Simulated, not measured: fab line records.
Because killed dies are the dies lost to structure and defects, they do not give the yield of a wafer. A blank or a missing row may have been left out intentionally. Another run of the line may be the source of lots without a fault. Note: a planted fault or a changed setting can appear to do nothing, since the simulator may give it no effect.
fab line records | flow sky130 | part 1 of 2: steps 1 to 24 of 33
record: lots: 5 | wafers: 15 | last-day: 50
route steps=708 shown SD_N@358 SD_P@359 RES_XHIGH@360 SALICIDE@361 LI_CONTACT@362 LOCAL_INTERCONNECT@387
lots that met no fault: from a run of the same line without faults
start-h: the number of hours between the record's first day and the start of the first shown wafer of the lot | wait-h: how many hours have passed since the lot's step before this one | " as in the row above | L1.1+2: a single row standing in for several wafers | - no value, or no start given | * or withheld: withheld | < > ~ a bound
route shown NAME@n: names a module that has steps shown in the file, with the first one's number in the route | usual: average and standard deviation across the fault-free wafers | same: alike in all rows | chamber/n: place in a boat | sites: per-site readings | _std_site: how widely they spread, as a standard deviation | _edge_site: the outer-site mean with the inner-site mean subtracted | radius-mm: for every site, how far away it sits from the centre of the wafer | mask NAME#n: copy n | behind: the last tool/chamber to shape the wafer | hold: reason for holding the lot/hours on hold/outcome of the hold | device: the n, p or np transistor that did not switch | end of line: at the end of the route, the tests of the same wafers | for a step that has no rows: nothing shown but its recipe | killed: dies that structure and defects cost at the first sort, which is not the same as the wafer's yield | map: dies across one wafer; x = killed, . = not, _ = none there
set.NAME: the setting as run; set.NAME@STEP: as run at that earlier step | model.NAME: the simulator's own value behind a step, which no gauge read
certain route steps with their lots: each step a table, each wafer a row
services: a tool's chamber out of use, with start hour (start-h, from the record's first day; less than 0 if before it), hours out, and reason
== steps ==
step: SKY_SD_N_RS_MEAS_16
recipe: thk-meas-gauge: four-point-probe
usual: SD_N_RS: 68.58/0.12
lot.wafer | tool          | chamber | start-h | wait-h | SD_N_RS[ohm/sq]
L081.1    | film-metro-02 | -       | 714.36  | 0.1    | 68.56
L081.4    | "             | -       | "       | "      | 68.48
L081.6    | "             | -       | "       | "      | 68.31
L082.3    | film-metro-01 | -       | 725.90  | 0.1    | 68.54
L082.4    | "             | -       | "       | "      | 68.60
L082.5    | "             | -       | "       | "      | 68.71
L088.2    | film-metro-01 | -       | 770.87  | 0.1    | 68.49
L088.4    | "             | -       | "       | "      | 68.38
L088.5    | "             | -       | "       | "      | 68.61
L090.3    | film-metro-03 | -       | 786.33  | 0.1    | 68.66
L090.4    | "             | -       | "       | "      | 68.78
L090.5    | "             | -       | "       | "      | 68.73
L095.3    | film-metro-01 | -       | 826.95  | 0.1    | 68.57
L095.4    | "             | -       | "       | "      | 68.54
L095.6    | "             | -       | "       | "      | 68.68
step: SKY_SD_N_RS_MEAS_17
recipe: thk-meas-gauge: four-point-probe
usual: SD_P_RS: 147.2/0.4
lot.wafer | tool          | chamber | start-h | wait-h | SD_P_RS[ohm/sq]
L081.1    | film-metro-02 | -       | 714.48  | 0.1    | 146.9
L081.4    | "             | -       | "       | "      | 146.5
L081.6    | "             | -       | "       | "      | 146.7
L082.3    | film-metro-01 | -       | 726.02  | 0.1    | 147.7
L082.4    | "             | -       | "       | "      | 147.4
L082.5    | "             | -       | "       | "      | 147.3
L088.2    | film-metro-01 | -       | 770.99  | 0.1    | 147.5
L088.4    | "             | -       | "       | "      | 147.2
L088.5    | "             | -       | "       | "      | 147.1
L090.3    | film-metro-03 | -       | 786.45  | 0.1    | 147.8
L090.4    | "             | -       | "       | "      | 147.3
L090.5    | "             | -       | "       | "      | 147.4
L095.3    | film-metro-01 | -       | 827.07  | 0.1    | 146.8
L095.4    | "             | -       | "       | "      | 147.3
L095.6    | "             | -       | "       | "      | 147.3
step: SKY_SD_N_RS_MEAS_18
recipe: thk-meas-gauge: four-point-probe
usual: RES_XHIGH_RS: 333.7/1.4
lot.wafer | tool          | chamber | start-h | wait-h | RES_XHIGH_RS[ohm/sq]
L081.1    | film-metro-02 | -       | 714.60  | 0.1    | 332.7
L081.4    | "             | -       | "       | "      | 331.0
L081.6    | "             | -       | "       | "      | 331.6
L082.3    | film-metro-01 | -       | 726.14  | 0.1    | 332.7
L082.4    | "             | -       | "       | "      | 332.9
L082.5    | "             | -       | "       | "      | 332.7
L088.2    | film-metro-01 | -       | 771.11  | 0.1    | 334.9
L088.4    | "             | -       | "       | "      | 334.1
L088.5    | "             | -       | "       | "      | 335.5
L090.3    | film-metro-03 | -       | 786.57  | 0.1    | 335.1
L090.4    | "             | -       | "       | "      | 336.0
L090.5    | "             | -       | "       | "      | 336.2
L095.3    | film-metro-01 | -       | 827.19  | 0.1    | 334.5
L095.4    | "             | -       | "       | "      | 334.4
L095.6    | "             | -       | "       | "      | 335.9
step: SKY_SALICIDE_CLEAN_00
recipe: chemistry: HF-last | time-s: 30 | dilution: 100:1 | dry: ipa-marangoni
lot.wafer  | tool         | chamber | start-h | wait-h
L081.1+4+6 | wet-bench-04 | 0       | 714.72  | 0.1
L082.3+4+5 | wet-bench-03 | 0       | 726.22  | 0.1
L088.2+4+5 | wet-bench-03 | 2       | 771.21  | 0.1
L090.3+4+5 | wet-bench-02 | 3       | 786.65  | 0.1
L095.3+4+6 | wet-bench-03 | 1       | 827.27  | 0.1
step: SKY_LI_CONTACT_HDPCVD_00
recipe: material: PSG | target-thk-nm: 930 | sigma-open-frac: 0.3 | time-s: 155 | temp-c: 600 | sih4-flow-sccm: 60 | pressure-mtorr: 6
usual: sih4-flow-sccm: 60.02/0.17 | susceptor-temp-C: 600.0/0.3
lot.wafer | tool      | chamber | start-h | wait-h | sih4-flow-sccm | susceptor-temp-C
L081.1    | hdpcvd-01 | 1       | 714.74  | 0.0    | 59.88          | 599.9
L081.4    | "         | 2       | "       | "      | 59.99          | 600.5
L081.6    | "         | 0       | "       | "      | 59.74          | 600.5
L082.3    | hdpcvd-02 | 1       | 726.24  | 0.0    | 60.00          | 600.2
L082.4    | "         | 0       | "       | "      | 60.01          | 599.8
L082.5    | "         | 2       | "       | "      | 60.08          | 599.8
L088.2    | hdpcvd-01 | 0       | 771.23  | 0.0    | 60.00          | 600.0
L088.4    | "         | 1       | "       | "      | 60.27          | 599.9
L088.5    | "         | 0       | "       | "      | 60.19          | 599.9
L090.3    | hdpcvd-02 | 1       | 786.67  | 0.0    | 60.20          | 599.8
L090.4    | "         | 2       | "       | "      | 60.02          | 600.2
L090.5    | "         | 1       | "       | "      | 59.91          | 599.5
L095.3    | hdpcvd-01 | 2       | 827.29  | 0.0    | 59.92          | 600.2
L095.4    | "         | 0       | "       | "      | 59.89          | 599.9
L095.6    | "         | 2       | "       | "      | 60.07          | 600.0
step: SKY_LI_CONTACT_THK_MEAS_01
recipe: reads: PSG_of_LI_CONTACT_HDPCVD_00
usual: LI_CONTACT_HDPCVD_THK: 924/9.7
lot.wafer | tool          | chamber | start-h | wait-h | LI_CONTACT_HDPCVD_THK[nm]
L081.1    | film-metro-03 | -       | 714.84  | 0.1    | 932
L081.4    | "             | -       | "       | "      | 932
L081.6    | "             | -       | "       | "      | 939
L082.3    | film-metro-02 | -       | 726.36  | 0.1    | 929
L082.4    | "             | -       | "       | "      | 943
L082.5    | "             | -       | "       | "      | 927
L088.2    | film-metro-03 | -       | 771.34  | 0.1    | 932
L088.4    | "             | -       | "       | "      | 927
L088.5    | "             | -       | "       | "      | 927
L090.3    | film-metro-02 | -       | 786.80  | 0.1    | 913
L090.4    | "             | -       | "       | "      | 923
L090.5    | "             | -       | "       | "      | 922
L095.3    | film-metro-03 | -       | 827.41  | 0.1    | 939
L095.4    | "             | -       | "       | "      | 922
L095.6    | "             | -       | "       | "      | 931
step: SKY_LI_CONTACT_CMP_02
recipe: material: PSG | down-force-psi: 4 | platen-rpm: 60 | pad-velocity-m-s: 0.94248
usual: motor-current-A: 11.5/1.3 | retaining-ring-pressure-frac: 1.000/0.0049 | time-to-endpoint-s: 32.0/2
lot.wafer | tool   | chamber | start-h | wait-h | motor-current-A | retaining-ring-pressure-frac | time-to-endpoint-s
L081.4    | cmp-01 | 3       | 714.90  | 0.0    | 11.1            | 1.013                        | 32.2
L081.1    | "      | 1       | "       | "      | 11.1            | 0.998                        | 33.0
L081.6    | "      | 0       | "       | "      | 9.9             | 0.997                        | 32.7
L082.3    | cmp-02 | 3       | 726.50  | 0.1    | 12.3            | 1.012                        | 34.6
L082.4    | "      | 0       | "       | "      | 12.7            | 0.998                        | 33.1
L082.5    | "      | 2       | "       | "      | 11.8            | 0.996                        | 34.1
L088.2    | cmp-02 | 2       | 771.44  | 0.1    | 11.7            | 0.993                        | 31.4
L088.4    | "      | 3       | "       | "      | 12.9            | 1.001                        | 33.5
L088.5    | "      | 1       | "       | "      | 9.7             | 0.991                        | 32.2
L090.3    | cmp-02 | 0       | 786.84  | 0.0    | 13.1            | 1.005                        | 30.3
L090.4    | "      | 1       | "       | "      | 9.7             | 1.004                        | 29.4
L090.5    | "      | 0       | "       | "      | 12.5            | 1.006                        | 29.4
L095.4    | cmp-01 | 2       | 827.55  | 0.1    | 12.6            | 0.993                        | 30.0
L095.3    | "      | 3       | "       | "      | 10.7            | 1.004                        | 34.0
L095.6    | "      | 1       | "       | "      | 11.7            | 0.998                        | 29.1
step: SKY_LI_CONTACT_BOW_MEAS_03
recipe: mode: bow
usual: LI_CONTACT_BOW: 56/6.4
lot.wafer | tool          | chamber | start-h | wait-h | LI_CONTACT_BOW[um]
L081.1    | film-metro-02 | -       | 715.20  | 0.1    | 58
L081.4    | "             | -       | "       | "      | 55
L081.6    | "             | -       | "       | "      | 52
L082.3    | film-metro-01 | -       | 726.74  | 0.2    | 61
L082.4    | "             | -       | "       | "      | 56
L082.5    | "             | -       | "       | "      | 44
L088.2    | film-metro-02 | -       | 771.71  | 0.2    | 63
L088.4    | "             | -       | "       | "      | 48
L088.5    | "             | -       | "       | "      | 70
L090.3    | film-metro-01 | -       | 787.18  | 0.3    | 54
L090.4    | "             | -       | "       | "      | 51
L090.5    | "             | -       | "       | "      | 51
L095.3    | film-metro-03 | -       | 827.79  | 0.1    | 52
L095.4    | "             | -       | "       | "      | 57
L095.6    | "             | -       | "       | "      | 51
step: SKY_LI_CONTACT_DEHYDRATE_04
recipe: temp-c: 200 | time-s: 60
usual: resist-line-temp-C: 22.98/0.11
lot.wafer | tool           | chamber | start-h | wait-h | resist-line-temp-C
L081.1    | litho-track-04 | 0       | 729.62  | 14.4   | 22.88
L081.4    | "              | 0       | "       | "      | 22.95
L081.6    | "              | 0       | "       | "      | 22.79
L082.3    | litho-track-03 | 0       | 739.87  | 13.1   | 23.14
L082.4    | "              | 0       | "       | "      | 23.26
L082.5    | "              | 0       | "       | "      | 22.99
L088.2    | litho-track-04 | 0       | 784.65  | 12.9   | 23.02
L088.4    | "              | 0       | "       | "      | 23.03
L088.5    | "              | 0       | "       | "      | 23.13
L090.3    | litho-track-04 | 0       | 800.02  | 12.8   | 22.84
L090.4    | "              | 0       | "       | "      | 22.80
L090.5    | "              | 0       | "       | "      | 22.82
L095.3    | litho-track-02 | 0       | 840.68  | 12.9   | 22.92
L095.4    | "              | 0       | "       | "      | 23.14
L095.6    | "              | 0       | "       | "      | 23.09
step: SKY_LI_CONTACT_HMDS_05
recipe: prime-time-s: 60 | prime-temp-c: 120
usual: resist-line-temp-C: 23.02/0.11
lot.wafer | tool           | chamber | start-h | wait-h | resist-line-temp-C
L081.1    | litho-track-04 | 0       | 729.77  | 0.1    | 23.11
L081.4    | "              | 0       | "       | "      | 23.06
L081.6    | "              | 0       | "       | "      | 22.92
L082.3    | litho-track-03 | 0       | 740.02  | 0.1    | 23.13
L082.4    | "              | 0       | "       | "      | 22.90
L082.5    | "              | 0       | "       | "      | 23.06
L088.2    | litho-track-04 | 0       | 784.80  | 0.1    | 23.02
L088.4    | "              | 0       | "       | "      | 23.04
L088.5    | "              | 0       | "       | "      | 23.00
L090.3    | litho-track-04 | 0       | 800.17  | 0.1    | 22.91
L090.4    | "              | 0       | "       | "      | 23.03
L090.5    | "              | 0       | "       | "      | 23.00
L095.3    | litho-track-02 | 0       | 840.83  | 0.1    | 23.13
L095.4    | "              | 0       | "       | "      | 23.03
L095.6    | "              | 0       | "       | "      | 23.14
step: SKY_LI_CONTACT_COAT_06
recipe: resist: BARC | temp-c: withheld | time-s: withheld | spin-rpm: 3000 | resist-thk-nm: 60
usual: resist-line-temp-C: *
lot.wafer | tool           | chamber | start-h | wait-h | resist-line-temp-C
L081.1    | litho-track-04 | 0       | 729.92  | 0.1    | *
L081.4    | "              | 0       | "       | "      | *
L081.6    | "              | 0       | "       | "      | *
L082.3    | litho-track-03 | 0       | 740.17  | 0.1    | *
L082.4    | "              | 0       | "       | "      | *
L082.5    | "              | 0       | "       | "      | *
L088.2    | litho-track-04 | 0       | 784.95  | 0.1    | *
L088.4    | "              | 0       | "       | "      | *
L088.5    | "              | 0       | "       | "      | *
L090.3    | litho-track-04 | 0       | 800.32  | 0.1    | *
L090.4    | "              | 0       | "       | "      | *
L090.5    | "              | 0       | "       | "      | *
L095.3    | litho-track-02 | 0       | 840.98  | 0.1    | *
L095.4    | "              | 0       | "       | "      | *
L095.6    | "              | 0       | "       | "      | *
step: SKY_LI_CONTACT_COAT_07
recipe: resist: KrF-thick | spin-rpm: 3000 | resist-thk-nm: 450
usual: resist-line-temp-C: 23.00/0.11
lot.wafer | tool           | chamber | start-h | wait-h | resist-line-temp-C
L081.1    | litho-track-04 | 0       | -       | -      | 23.01
L081.4    | "              | 0       | "       | "      | 22.97
L081.6    | "              | 0       | "       | "      | 23.15
L082.3    | litho-track-03 | 0       | -       | -      | 22.91
L082.4    | "              | 0       | "       | "      | 23.06
L082.5    | "              | 0       | "       | "      | 23.07
L088.2    | litho-track-04 | 0       | -       | -      | 23.03
L088.4    | "              | 0       | "       | "      | 23.22
L088.5    | "              | 0       | "       | "      | 23.01
L090.3    | litho-track-04 | 0       | -       | -      | 23.03
L090.4    | "              | 0       | "       | "      | 22.95
L090.5    | "              | 0       | "       | "      | 22.96
L095.3    | litho-track-02 | 0       | -       | -      | 23.03
L095.4    | "              | 0       | "       | "      | 22.99
L095.6    | "              | 0       | "       | "      | 23.08
step: SKY_LI_CONTACT_SOFTBAKE_08
recipe: temp-c: 100 | time-s: 90 | resist: KrF-thick
usual: resist-line-temp-C: 23.02/0.12
lot.wafer | tool           | chamber | start-h | wait-h | resist-line-temp-C
L081.1    | litho-track-04 | 0       | -       | -      | 23.14
L081.4    | "              | 0       | "       | "      | 23.16
L081.6    | "              | 0       | "       | "      | 23.12
L082.3    | litho-track-03 | 0       | -       | -      | 23.10
L082.4    | "              | 0       | "       | "      | 23.17
L082.5    | "              | 0       | "       | "      | 23.17
L088.2    | litho-track-04 | 0       | -       | -      | 23.15
L088.4    | "              | 0       | "       | "      | 23.04
L088.5    | "              | 0       | "       | "      | 23.18
L090.3    | litho-track-04 | 0       | -       | -      | 23.02
L090.4    | "              | 0       | "       | "      | 22.97
L090.5    | "              | 0       | "       | "      | 22.99
L095.3    | litho-track-02 | 0       | -       | -      | 23.02
L095.4    | "              | 0       | "       | "      | 22.94
L095.6    | "              | 0       | "       | "      | 23.05
step: SKY_LI_CONTACT_EXPOSE_09
recipe: mask-id: LICM1 | na: 0.8 | source-shape: annular | sigma-inner: 0.55 | sigma-outer: 0.85 | target-cd-nm: 170 | dose-mj: 38
lot.wafer  | tool           | chamber | start-h | wait-h | mask
L081.1+4+6 | krf-scanner-01 | 0       | -       | -      | LICM1#0
L082.3+4+5 | krf-scanner-02 | 0       | -       | -      | LICM1#0
L088.2+4+5 | krf-scanner-02 | 0       | -       | -      | LICM1#0
L090.3+4+5 | krf-scanner-02 | 0       | -       | -      | LICM1#0
L095.3+4+6 | krf-scanner-02 | 0       | -       | -      | LICM1#0
step: SKY_LI_CONTACT_PEB_10
recipe: peb-temp-c: withheld | peb-time-s: withheld | resist: KrF-thick
usual: resist-line-temp-C: *
lot.wafer | tool           | chamber | start-h | wait-h | resist-line-temp-C
L081.1    | litho-track-02 | 0       | -       | -      | *
L081.4    | "              | 0       | "       | "      | *
L081.6    | "              | 0       | "       | "      | *
L082.3    | litho-track-02 | 0       | -       | -      | *
L082.4    | "              | 0       | "       | "      | *
L082.5    | "              | 0       | "       | "      | *
L088.2    | litho-track-02 | 0       | -       | -      | *
L088.4    | "              | 0       | "       | "      | *
L088.5    | "              | 0       | "       | "      | *
L090.3    | litho-track-03 | 0       | -       | -      | *
L090.4    | "              | 0       | "       | "      | *
L090.5    | "              | 0       | "       | "      | *
L095.3    | litho-track-02 | 0       | -       | -      | *
L095.4    | "              | 0       | "       | "      | *
L095.6    | "              | 0       | "       | "      | *
step: SKY_LI_CONTACT_DEVELOP_11
recipe: develop-time-s: 60 | resist: KrF-thick | dev-temp-c: 21
usual: resist-line-temp-C: 23.01/0.11
same: develop-time-s: 60
lot.wafer | tool           | chamber | start-h | wait-h | resist-line-temp-C
L081.1    | litho-track-02 | 0       | -       | -      | 23.02
L081.4    | "              | 0       | "       | "      | 22.93
L081.6    | "              | 0       | "       | "      | 22.97
L082.3    | litho-track-02 | 0       | -       | -      | 22.95
L082.4    | "              | 0       | "       | "      | 23.15
L082.5    | "              | 0       | "       | "      | 23.04
L088.2    | litho-track-02 | 0       | -       | -      | 22.99
L088.4    | "              | 0       | "       | "      | 23.05
L088.5    | "              | 0       | "       | "      | 23.09
L090.3    | litho-track-03 | 0       | -       | -      | 23.06
L090.4    | "              | 0       | "       | "      | 22.95
L090.5    | "              | 0       | "       | "      | 23.02
L095.3    | litho-track-02 | 0       | -       | -      | 22.98
L095.4    | "              | 0       | "       | "      | 23.05
L095.6    | "              | 0       | "       | "      | 23.10
step: SKY_LI_CONTACT_CD_MEAS_12
recipe: target-cd-nm: 170
usual: cd-nm: 169.8/1.8
lot.wafer | tool      | chamber | start-h | wait-h | cd-nm
L081.1    | cd-sem-02 | -       | 743.73  | -      | 169.5
L081.4    | "         | -       | "       | "      | 171.0
L081.6    | "         | -       | "       | "      | 170.4
L082.3    | cd-sem-01 | -       | 753.62  | -      | 166.7
L082.4    | "         | -       | "       | "      | 168.4
L082.5    | "         | -       | "       | "      | 167.2
L088.2    | cd-sem-02 | -       | 798.85  | -      | 168.5
L088.4    | "         | -       | "       | "      | 168.7
L088.5    | "         | -       | "       | "      | 168.6
L090.3    | cd-sem-01 | -       | 814.86  | -      | 170.4
L090.4    | "         | -       | "       | "      | 169.4
L090.5    | "         | -       | "       | "      | 169.5
L095.3    | cd-sem-02 | -       | 855.07  | -      | 166.4
L095.4    | "         | -       | "       | "      | 166.4
L095.6    | "         | -       | "       | "      | 165.5
step: SKY_LI_CONTACT_OVL_MEAS_13
usual: LI_CONTACT_OVL: 5/6.9
lot.wafer | tool       | chamber | start-h | wait-h | LI_CONTACT_OVL[nm]
L081.1    | overlay-02 | -       | 743.85  | 0.1    | 2
L081.4    | "          | -       | "       | "      | 2
L081.6    | "          | -       | "       | "      | 2
L082.3    | overlay-01 | -       | 753.71  | 0.1    | 3
L082.4    | "          | -       | "       | "      | 13
L082.5    | "          | -       | "       | "      | 7
L088.2    | overlay-01 | -       | 798.96  | 0.1    | 19
L088.4    | "          | -       | "       | "      | 18
L088.5    | "          | -       | "       | "      | 12
L090.3    | overlay-02 | -       | 814.95  | 0.1    | 9
L090.4    | "          | -       | "       | "      | 6
L090.5    | "          | -       | "       | "      | 10
L095.3    | overlay-02 | -       | 855.16  | 0.1    | 11
L095.4    | "          | -       | "       | "      | 15
L095.6    | "          | -       | "       | "      | 15
step: SKY_LI_CONTACT_ETCH_14
recipe: chemistry: N2/H2 | target: BARC | ion-energy-ev: 200 | source-w: 500 | bias-w: 100 | pressure-mtorr: 30 | n2-flow-sccm: 100 | h2-flow-sccm: 200 | stop-on: SiO2 | time-s: 45.9 | target-depth-a: 600
usual: bias-w: 99.95/0.29 | chamber-pressure-mTorr: 29.999/0.025 | drypump-motor-current-A: 5.9/0.58 | oes-product-au: 0.854/0.0049 | throttle-valve-pct: 13.226/0.0094
lot.wafer | tool        | chamber | start-h | wait-h | bias-w | chamber-pressure-mTorr | drypump-motor-current-A | oes-product-au | rf-hours-counter-h | throttle-valve-pct
L081.1    | rie-diel-04 | 0       | 743.89  | 0.0    | 99.75  | 30.021                 | 5.9                     | 0.866          | 10                 | 13.234
L081.4    | "           | 3       | "       | "      | 99.85  | 29.983                 | 6.3                     | 0.844          | 6                  | 13.225
L081.6    | "           | 1       | "       | "      | 99.65  | 29.983                 | 6.2                     | 0.855          | -                  | 13.216
L082.3    | rie-diel-02 | 3       | 753.74  | 0.0    | 99.71  | 29.975                 | 6.5                     | 0.853          | 17                 | 13.215
L082.4    | "           | 1       | "       | "      | 100.27 | 29.986                 | 5.0                     | 0.856          | 3                  | 13.217
L082.5    | "           | 1       | "       | "      | 100.15 | 29.969                 | 5.0                     | 0.861          | -                  | 13.228
L088.2    | rie-diel-02 | 0       | 798.99  | 0.0    | 99.97  | 30.039                 | 5.5                     | 0.859          | 8                  | 13.224
L088.4    | "           | 2       | "       | "      | 100.63 | 29.990                 | 5.9                     | 0.855          | 0                  | 13.216
L088.5    | "           | 1       | "       | "      | 100.06 | 29.994                 | 5.0                     | 0.859          | -                  | 13.214
L090.3    | rie-diel-03 | 1       | 814.97  | 0.0    | 100.19 | 29.966                 | 6.5                     | 0.844          | 9                  | 13.222
L090.4    | "           | 0       | "       | "      | 99.62  | 29.982                 | 5.3                     | 0.847          | 14                 | 13.222
L090.5    | "           | 1       | "       | "      | 99.67  | 29.996                 | 6.5                     | 0.848          | -                  | 13.247
L095.3    | rie-diel-02 | 3       | 855.19  | 0.0    | 100.14 | 29.985                 | 6.6                     | 0.856          | 21                 | 13.215
L095.4    | "           | 0       | "       | "      | 99.77  | 29.991                 | 5.5                     | 0.855          | 10                 | 13.241
L095.6    | "           | 2       | "       | "      | 99.68  | 29.990                 | 5.9                     | 0.851          | -                  | 13.235
step: SKY_LI_CONTACT_ETCH_15
recipe: target: PSG | chemistry: C4F8/O2/Ar | stop-on: Si | taper-deg: 4.15 | mask-material: KrF-thick | source-w: 1500 | bias-w: 1200 | pressure-mtorr: 40 | c4f8-flow-sccm: withheld | O2_flow_sccm: 6 | Ar_flow_sccm: 300 | time-s: withheld | target-depth-a: 6000
usual: bias-w: 1200/3.9 | chamber-pressure-mTorr: 40.00/0.038 | oes-product-au: 0.837/0.0047
lot.wafer | tool        | chamber | start-h | wait-h | bias-w | chamber-pressure-mTorr | oes-product-au
L081.1    | rie-diel-04 | 0       | 743.93  | 0.0    | 1200   | 40.05                  | 0.837
L081.4    | "           | 3       | "       | "      | 1203   | 40.04                  | 0.841
L081.6    | "           | 1       | "       | "      | 1206   | 39.99                  | 0.829
L082.3    | rie-diel-02 | 3       | 753.78  | 0.0    | 1200   | 39.99                  | 0.841
L082.4    | "           | 1       | "       | "      | 1203   | 39.92                  | 0.836
L082.5    | "           | 1       | "       | "      | 1205   | 40.05                  | 0.836
L088.2    | rie-diel-02 | 0       | 799.03  | 0.0    | 1204   | 40.04                  | 0.835
L088.4    | "           | 2       | "       | "      | 1199   | 40.06                  | 0.834
L088.5    | "           | 1       | "       | "      | 1202   | 39.99                  | 0.844
L090.3    | rie-diel-03 | 1       | 815.02  | 0.0    | 1192   | 39.96                  | 0.841
L090.4    | "           | 0       | "       | "      | 1203   | 39.93                  | 0.837
L090.5    | "           | 1       | "       | "      | 1194   | 40.00                  | 0.836
L095.3    | rie-diel-02 | 3       | 855.23  | 0.0    | 1196   | 40.00                  | 0.843
L095.4    | "           | 0       | "       | "      | 1197   | 40.00                  | 0.842
L095.6    | "           | 2       | "       | "      | 1206   | 40.00                  | 0.837
step: SKY_LI_CONTACT_STRIP_16
recipe: chemistry: O2/N2 | power-w: 1400 | pressure-mtorr: 1500 | platen-temp-c: withheld | o2-flow-sccm: 3000 | n2-flow-sccm: 300 | overash-fraction: 0.5
usual: chamber-pressure-mTorr: 1499.9/1.3 | drypump-motor-current-A: 5.6/0.45 | o2-flow-sccm: 3002/9.6 | oes-product-au: 0.376/0.0044 | strip-time-to-endpoint-s: 3.502/0.024
lot.wafer | tool            | chamber | start-h | wait-h | chamber-pressure-mTorr | drypump-motor-current-A | o2-flow-sccm | oes-product-au | rf-hours-counter-h | strip-time-to-endpoint-s
L081.1    | plasma-asher-04 | 0       | 744.01  | -      | 1499.4                 | 5.6                     | 3012         | 0.368          | 0                  | 3.506
L081.4    | "               | 1       | "       | "      | 1501.7                 | 5.3                     | 3002         | 0.378          | -                  | 3.532
L081.6    | "               | 0       | "       | "      | 1500.7                 | 5.6                     | 3013         | 0.386          | -                  | 3.523
L082.3    | plasma-asher-04 | 1       | 753.90  | -      | 1499.2                 | 5.3                     | 3012         | 0.372          | -                  | 3.489
L082.4    | "               | 0       | "       | "      | 1499.8                 | 5.6                     | 3003         | 0.371          | -                  | 3.497
L082.5    | "               | 0       | "       | "      | 1500.0                 | 5.7                     | 2975         | 0.371          | -                  | 3.504
L088.2    | plasma-asher-02 | 1       | 799.11  | -      | 1498.3                 | 4.9                     | 3009         | 0.381          | 66                 | 3.457
L088.4    | "               | 0       | "       | "      | 1498.3                 | 6.0                     | 3004         | 0.373          | -                  | 3.481
L088.5    | "               | 1       | "       | "      | 1498.7                 | 4.9                     | 3003         | 0.378          | -                  | 3.475
L090.3    | plasma-asher-04 | 1       | 815.13  | -      | 1501.2                 | 5.3                     | 2991         | 0.384          | -                  | 3.491
L090.4    | "               | 0       | "       | "      | 1498.1                 | 5.6                     | 3002         | 0.369          | -                  | 3.522
L090.5    | "               | 1       | "       | "      | 1501.4                 | 5.3                     | 2990         | 0.373          | -                  | 3.500
L095.3    | plasma-asher-01 | 0       | 855.35  | -      | 1496.8                 | 5.5                     | 3009         | 0.381          | -                  | 3.500
L095.4    | "               | 1       | "       | "      | 1500.7                 | 6.1                     | 3004         | 0.374          | -                  | 3.500
L095.6    | "               | 0       | "       | "      | 1496.2                 | 5.5                     | 3002         | 0.373          | -                  | 3.502
step: SKY_LI_CONTACT_CLEAN_17
recipe: chemistry: NMP | time-s: 600 | temp-c: 60 | dry: n2-spin
usual: bath-guard-temp-C: 60.0/0.6
lot.wafer | tool         | chamber | start-h | wait-h | bath-guard-temp-C
L081.1    | wet-bench-04 | 2       | 744.11  | 0.1    | 60.2
L081.4    | "            | 2       | "       | "      | 60.2
L081.6    | "            | 2       | "       | "      | 60.0
L082.3    | wet-bench-03 | 1       | 753.96  | 0.0    | 60.3
L082.4    | "            | 1       | "       | "      | 60.2
L082.5    | "            | 1       | "       | "      | 60.4
L088.2    | wet-bench-01 | 0       | 799.21  | 0.1    | 60.0
L088.4    | "            | 0       | "       | "      | 60.1
L088.5    | "            | 0       | "       | "      | 60.1
L090.3    | wet-bench-03 | 2       | 815.20  | 0.0    | 60.8
L090.4    | "            | 2       | "       | "      | 61.4
L090.5    | "            | 2       | "       | "      | 60.9
L095.3    | wet-bench-03 | 0       | 855.42  | 0.0    | 59.2
L095.4    | "            | 0       | "       | "      | 59.5
L095.6    | "            | 0       | "       | "      | 59.5
step: SKY_LI_CONTACT_PRE_CLEAN_18
recipe: gas: Ar | time-s: 5.6 | bias-v: 358
lot.wafer  | tool           | chamber | start-h | wait-h
L081.1+4+6 | pvd-sputter-03 | -       | 744.29  | 0.0
L082.3+4+5 | pvd-sputter-04 | -       | 754.14  | 0.0
L088.2+4+5 | pvd-sputter-01 | -       | 799.41  | 0.0
L090.3+4+5 | pvd-sputter-01 | -       | 815.39  | 0.0
L095.3+4+6 | pvd-sputter-01 | -       | 855.59  | 0.0
step: SKY_LI_CONTACT_SPUTTER_19
recipe: material: Ti | target-thk-nm: 20 | chamber-pressure-pa: 5 | power-w: 2500 | substrate-temp-c: 200 | time-s: 106.37
usual: throttle-valve-pct: 30.2/0.94
lot.wafer | tool           | chamber | start-h | wait-h | throttle-valve-pct
L081.1    | pvd-sputter-03 | -       | 744.31  | 0.0    | 28.6
L081.4    | "              | -       | "       | "      | 30.1
L081.6    | "              | -       | "       | "      | 29.9
L082.3    | pvd-sputter-04 | -       | 754.16  | 0.0    | 31.3
L082.4    | "              | -       | "       | "      | 30.9
L082.5    | "              | -       | "       | "      | 31.3
L088.2    | pvd-sputter-01 | -       | 799.43  | 0.0    | 31.2
L088.4    | "              | -       | "       | "      | 29.1
L088.5    | "              | -       | "       | "      | 30.8
L090.3    | pvd-sputter-01 | -       | 815.41  | 0.0    | 30.9
L090.4    | "              | -       | "       | "      | 30.8
L090.5    | "              | -       | "       | "      | 30.8
L095.3    | pvd-sputter-01 | -       | 855.61  | 0.0    | 30.8
L095.4    | "              | -       | "       | "      | 30.9
L095.6    | "              | -       | "       | "      | 30.4
